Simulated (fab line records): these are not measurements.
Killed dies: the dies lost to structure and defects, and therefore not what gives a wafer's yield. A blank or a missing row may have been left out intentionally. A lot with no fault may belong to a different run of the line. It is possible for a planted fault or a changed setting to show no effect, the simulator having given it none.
Lot-split experiment :: flow sfq line :: on a route of 325 steps: 5 lots, 23 wafers read

ABOUT THE SPLIT
At SFQ_TRILAYER_M6_LITHO_COAT_164 (resist thk 62 nm), the setting resist thk nm was moved away from the recipe's 62 nm on 10 of the 23 wafers read, by -2.8% to +2.5%. The other wafers ran this setting at the recipe's value.

Reading taken at the split's own step.

THE READING
BARC_of_TRILAYER_M6_LITHO_COAT_164.thk nm (the simulator's own value, which no gauge read), in nm, at SFQ_TRILAYER_M6_LITHO_COAT_164 (resist thk 62 nm). The file does not state a usual value for it. The 13 wafers here that ran the recipe average 62.04 nm, standard deviation 0.15 nm.

wafer: L074.1
tool, chamber at the split: litho track-02, 0
resist thk nm as run, nm: 62
against the recipe: recipe
BARC_of_TRILAYER_M6_LITHO_COAT_164.thk nm, nm: 62.1
against lot-mates on the recipe: -

wafer: L074.4
tool, chamber at the split: litho track-02, 0
resist thk nm as run, nm: 62
against the recipe: recipe
BARC_of_TRILAYER_M6_LITHO_COAT_164.thk nm, nm: 62.19
against lot-mates on the recipe: -

wafer: L074.6
tool, chamber at the split: litho track-02, 0
resist thk nm as run, nm: 62
against the recipe: recipe
BARC_of_TRILAYER_M6_LITHO_COAT_164.thk nm, nm: 62.14
against lot-mates on the recipe: -

wafer: L077.1
tool, chamber at the split: litho track-01, 0
resist thk nm as run, nm: 62
against the recipe: recipe
BARC_of_TRILAYER_M6_LITHO_COAT_164.thk nm, nm: 61.86
against lot-mates on the recipe: -

wafer: L077.2
tool, chamber at the split: litho track-01, 0
resist thk nm as run, nm: 60.29
against the recipe: -2.8%
BARC_of_TRILAYER_M6_LITHO_COAT_164.thk nm, nm: 60.23
against lot-mates on the recipe: -1.71

wafer: L077.4
tool, chamber at the split: litho track-01, 0
resist thk nm as run, nm: 62
against the recipe: recipe
BARC_of_TRILAYER_M6_LITHO_COAT_164.thk nm, nm: 62.02
against lot-mates on the recipe: -

wafer: L077.5
tool, chamber at the split: litho track-01, 0
resist thk nm as run, nm: 62
against the recipe: recipe
BARC_of_TRILAYER_M6_LITHO_COAT_164.thk nm, nm: 61.94
against lot-mates on the recipe: -

wafer: L077.6
tool, chamber at the split: litho track-01, 0
resist thk nm as run, nm: 60.29
against the recipe: -2.8%
BARC_of_TRILAYER_M6_LITHO_COAT_164.thk nm, nm: 60.1
against lot-mates on the recipe: -1.84

wafer: L080.1
tool, chamber at the split: litho track-03, 0
resist thk nm as run, nm: 63.22
against the recipe: +2.0%
BARC_of_TRILAYER_M6_LITHO_COAT_164.thk nm, nm: 62.89
against lot-mates on the recipe: +1.04

wafer: L080.2
tool, chamber at the split: litho track-03, 0
resist thk nm as run, nm: 62
against the recipe: recipe
BARC_of_TRILAYER_M6_LITHO_COAT_164.thk nm, nm: 61.86
against lot-mates on the recipe: -

wafer: L080.3
tool, chamber at the split: litho track-03, 0
resist thk nm as run, nm: 63.22
against the recipe: +2.0%
BARC_of_TRILAYER_M6_LITHO_COAT_164.thk nm, nm: 63.03
against lot-mates on the recipe: +1.18

wafer: L080.5
tool, chamber at the split: litho track-03, 0
resist thk nm as run, nm: 63.22
against the recipe: +2.0%
BARC_of_TRILAYER_M6_LITHO_COAT_164.thk nm, nm: 63.3
against lot-mates on the recipe: +1.45

wafer: L080.6
tool, chamber at the split: litho track-03, 0
resist thk nm as run, nm: 62
against the recipe: recipe
BARC_of_TRILAYER_M6_LITHO_COAT_164.thk nm, nm: 61.84
against lot-mates on the recipe: -

wafer: L081.2
tool, chamber at the split: litho track-01, 0
resist thk nm as run, nm: 63.52
against the recipe: +2.5%
BARC_of_TRILAYER_M6_LITHO_COAT_164.thk nm, nm: 63.48
against lot-mates on the recipe: +1.50

wafer: L081.3
tool, chamber at the split: litho track-01, 0
resist thk nm as run, nm: 62
against the recipe: recipe
BARC_of_TRILAYER_M6_LITHO_COAT_164.thk nm, nm: 62.03
against lot-mates on the recipe: -

wafer: L081.4
tool, chamber at the split: litho track-01, 0
resist thk nm as run, nm: 63.52
against the recipe: +2.5%
BARC_of_TRILAYER_M6_LITHO_COAT_164.thk nm, nm: 63.5
against lot-mates on the recipe: +1.52

wafer: L081.5
tool, chamber at the split: litho track-01, 0
resist thk nm as run, nm: 62
against the recipe: recipe
BARC_of_TRILAYER_M6_LITHO_COAT_164.thk nm, nm: 61.92
against lot-mates on the recipe: -

wafer: L081.6
tool, chamber at the split: litho track-01, 0
resist thk nm as run, nm: 63.52
against the recipe: +2.5%
BARC_of_TRILAYER_M6_LITHO_COAT_164.thk nm, nm: 63.66
against lot-mates on the recipe: +1.68

wafer: L083.1
tool, chamber at the split: litho track-02, 0
resist thk nm as run, nm: 62
against the recipe: recipe
BARC_of_TRILAYER_M6_LITHO_COAT_164.thk nm, nm: 62.11
against lot-mates on the recipe: -

wafer: L083.2
tool, chamber at the split: litho track-02, 0
resist thk nm as run, nm: 60.71
against the recipe: -2.1%
BARC_of_TRILAYER_M6_LITHO_COAT_164.thk nm, nm: 61.16
against lot-mates on the recipe: -1.06

wafer: L083.3
tool, chamber at the split: litho track-02, 0
resist thk nm as run, nm: 62
against the recipe: recipe
BARC_of_TRILAYER_M6_LITHO_COAT_164.thk nm, nm: 62.2
against lot-mates on the recipe: -

wafer: L083.4
tool, chamber at the split: litho track-02, 0
resist thk nm as run, nm: 60.71
against the recipe: -2.1%
BARC_of_TRILAYER_M6_LITHO_COAT_164.thk nm, nm: 60.8
against lot-mates on the recipe: -1.42

wafer: L083.6
tool, chamber at the split: litho track-02, 0
resist thk nm as run, nm: 62
against the recipe: recipe
BARC_of_TRILAYER_M6_LITHO_COAT_164.thk nm, nm: 62.34
against lot-mates on the recipe: -

THE FIT
A straight line over all 23 wafers: BARC_of_TRILAYER_M6_LITHO_COAT_164.thk nm changes by +0.598 nm for each +1% of resist thk nm; r = +0.98; the points scatter about the line by 0.18 nm.
The same after taking each lot's own level away (the mean of its wafers on the recipe; 23 wafers): +0.63 nm for each +1%; r = +0.99; scatter 0.11 nm.
The reading moves by 1.7 nm for the largest change in resist thk nm, on that fit.
Measured against the standard deviation above, the lots' own levels, which go from 61.850 to 62.217 nm, span 2.5 times it.
So the lot-to-lot level changes the slope little: the two slopes agree.
Check: with one of the wafers moved furthest among these (-2.8%) left out of the fit, the line predicts -1.74 nm for it against its lot-mates. It came out at -1.71 nm against them.

THESE WAFERS: OTHER SPLITS
Before the reading, these wafers also passed through other splits. Each is held against what the fit with the lots' levels taken away leaves over:
other split on the same wafers: SFQ_TRILAYER_JJ_CE_LITHO_EXPOSE_115 dose mj
wafers away from the commonest value: 8
r with BARC_of_TRILAYER_M6_LITHO_COAT_164.thk nm (lot level and that fit taken away): -0.11

other split on the same wafers: SFQ_TRILAYER_M5_LITHO_COAT_123 spin rpm
wafers away from the commonest value: 6
r with BARC_of_TRILAYER_M6_LITHO_COAT_164.thk nm (lot level and that fit taken away): +0.15

other split on the same wafers: SFQ_TRILAYER_R5_LITHO_PEB_139 peb time s
wafers away from the commonest value: 4
r with BARC_of_TRILAYER_M6_LITHO_COAT_164.thk nm (lot level and that fit taken away): +0.46

THE FILE'S OWN FIT
BARC_of_TRILAYER_M6_LITHO_COAT_164.thk nm changes by +0.63 nm for each +1% of resist thk nm, r = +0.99.
